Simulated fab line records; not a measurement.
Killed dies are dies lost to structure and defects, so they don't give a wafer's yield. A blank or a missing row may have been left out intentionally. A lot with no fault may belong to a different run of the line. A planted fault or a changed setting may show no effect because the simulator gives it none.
What tool caused it? + flow sky130 + Sampling: 11 lots, 33 wafers, 3 of 708 route steps

## WHAT EACH GAUGE READ, for each wafer
SKY_VIA4_THK_MEAS_01.
| lot  | measured     | on            | VIA4_HDPCVD_THK (nm) |
|------|--------------|---------------|----------------------|
| L888 | day 41 17:31 | film metro-02 | 1731 1723 1726       |
| L889 | day 41 23:44 | film metro-02 | 1728 1705 1729       |
| L890 | day 42 03:59 | film metro-03 | 1709 1734 1744       |
| L893 | day 43 17:49 | film metro-04 | 1715 1699 1737       |
| L892 | day 43 22:35 | film metro-04 | 1751 1747 1725       |
| L891 | day 43 23:17 | film metro-02 | 1770 1737 1742       |
| L894 | day 44 04:14 | film metro-04 | 1493 1488 1472       |
| L896 | day 44 05:13 | film metro-03 | 1458 1440 1469       |
| L903 | day 45 14:58 | film metro-02 | 1736 1774 1731       |
| L909 | day 47 03:00 | film metro-02 | 1723 1769 1744       |
| L910 | day 47 12:53 | film metro-02 | 1774 1733 1780       |

## WHAT TOOL EACH LOT RAN ON (gives the tool, then ch and the chambers of the sampled wafers, and finally the start)
| lot  | SKY_METAL4_ETCH_17                 | SKY_VIA4_HDPCVD_00               |
|------|------------------------------------|----------------------------------|
| L888 | rie diel-01 ch 0,1,2, day 41 16:32 | hdpcvd-01 ch 0,1, day 41 17:20   |
| L889 | rie diel-02 ch 1,2,3, day 41 22:44 | hdpcvd-02 ch 0,1, day 41 23:32   |
| L890 | rie diel-01 ch 0,1, day 42 02:59   | hdpcvd-01 ch 1,2, day 42 03:47   |
| L893 | rie diel-04 ch 0,2,3, day 43 16:50 | hdpcvd-01 ch 0,1,2, day 43 17:38 |
| L892 | rie diel-04 ch 1,2,3, day 43 21:36 | hdpcvd-02 ch 0,1, day 43 22:24   |
| L891 | rie diel-02 ch 1,3, day 43 22:18   | hdpcvd-02 ch 0,1, day 43 23:06   |
| L894 | rie diel-02 ch 0,2,3, day 44 03:14 | hdpcvd-02 ch 1,2, day 44 04:02   |
| L896 | rie diel-04 ch 1,2, day 44 04:11   | hdpcvd-02 ch 1,2, day 44 05:01   |
| L903 | rie diel-04 ch 0,1, day 45 13:59   | hdpcvd-01 ch 0,1,2, day 45 14:47 |
| L909 | rie diel-01 ch 0,1,2, day 47 01:50 | hdpcvd-01 ch 0,1,2, day 47 02:49 |
| L910 | rie diel-01 ch 0,3, day 47 11:53   | hdpcvd-01 ch 0,2, day 47 12:43   |
- SKY_METAL4_ETCH_17: etches SiO2 in C4F8/O2/Ar, stops on TiN, time 3.9 s, target depth 15 nm.
- SKY_VIA4_HDPCVD_00: deposits SiO2, target thk 1750 nm, time 291.7 s.

## THE ANSWER, worked out from the rows above alone
Rule: what is usual is taken from the lots themselves. The widest of any qualifying gaps counts: lots, ordered by their means at a reading, are off when they make up no more than a third of the lots, leave a main group of 4 or more, and stand apart from it by 3 or more times the standard deviation of that group's means. The tables above print the reading to a certain number of digits; a main group whose means all agree to those digits is not used. Also off: a lot with no number at a reading for which 4 or more lots have one. Where the step has rows for the other lots, those lots are counted as sound.
Off: L894, L896, at SKY_VIA4_THK_MEAS_01 (VIA4_HDPCVD_THK). The main group has a mean of 1738 nm with a standard deviation of 14.
If a tool, at a process step before that reading, ran all the lots that are off and no sound lot after the first of them, it fits. Gauges at SKY_VIA4_THK_MEAS_01: tried the same way as those tools. One fits: hdpcvd-02 at SKY_VIA4_HDPCVD_00. Its last sound lot is L891 (day 43 23:06), its first lot that is off L894 (day 44 04:02): a fault that began between those two fits.

## WHAT WAS PUT IN BY THE SIMULATOR
Drift in process parameters on hdpcvd-02 at SKY_VIA4_HDPCVD_00, starting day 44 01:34. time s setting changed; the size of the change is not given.
Shown lots that were struck: L894, L896. This agrees with what the rule above found.
